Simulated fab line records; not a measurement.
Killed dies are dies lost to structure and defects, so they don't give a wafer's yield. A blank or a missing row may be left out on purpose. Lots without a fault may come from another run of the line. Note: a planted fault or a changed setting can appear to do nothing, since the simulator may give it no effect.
What tool caused it? -- flow gf180mcu -- 6 lots with 18 wafers sampled at 2 steps, on a route of 602 steps

## WHAT EACH GAUGE READ, for each wafer
GF_M4_OVL_MEAS_15.
lot,measured,on,M4_OVL (nm)
L976,day 23 15:15,overlay-01,3 -1 -1
L980,day 25 04:02,overlay-01,2 5 4
L987,day 27 12:23,overlay-02,7 9 14
L989,day 28 00:32,overlay-01,5 4 -4
L994,day 29 10:59,overlay-02,7 -1 0
L997,day 30 06:56,overlay-02,7 4 4

## EACH LOT AND THE TOOL THAT RAN IT (in order: tool; ch and the chambers of the sampled wafers; start)
lot,GF_M4_SPUTTER_00
L976,"pvd sputter-02, day 22 16:07"
L980,"pvd sputter-04, day 24 06:20"
L987,"pvd sputter-02, day 26 15:31"
L989,"pvd sputter-04, day 27 03:35"
L994,"pvd sputter-04, day 28 15:04"
L997,"pvd sputter-03, day 29 12:46"
- GF_M4_SPUTTER_00: material Ti, target thk 37.5 nm, time 150 s.

## THE ANSWER, worked out from the rows above alone
Rule: what is usual is taken from the lots themselves. Put in order of their means at a reading, lots are off if they are a third of the lots or fewer, leave a main group of 4 or more, and stand apart from it by a gap of 3 or more times the standard deviation of the main group's means; of several such gaps the widest counts. A main group whose means are all the same, to the digits that the tables above print for the reading, isn't used. A lot without any number at a reading at which 4 lots or more have one is off too. Where the step has rows for the other lots, those lots are counted as sound.
Off: at GF_M4_OVL_MEAS_15 (M4_OVL), L987. Main group: mean 3 nm, sd 1.6.
If a tool, at a process step before that reading, ran all the lots that are off and no sound lot after the first of them, it fits. Gauges at GF_M4_OVL_MEAS_15: tried the same way as those tools. One fits: GF_M4_SPUTTER_00 on pvd sputter-02. A fault onset in the window from L976 (day 22 16:07, its last sound lot) to L987 (day 26 15:31, its first lot off) fits.

## WHAT HAD BEEN PUT IN BY THE SIMULATOR
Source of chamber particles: pvd sputter-02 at GF_M4_SPUTTER_00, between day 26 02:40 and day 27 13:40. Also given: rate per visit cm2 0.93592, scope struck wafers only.
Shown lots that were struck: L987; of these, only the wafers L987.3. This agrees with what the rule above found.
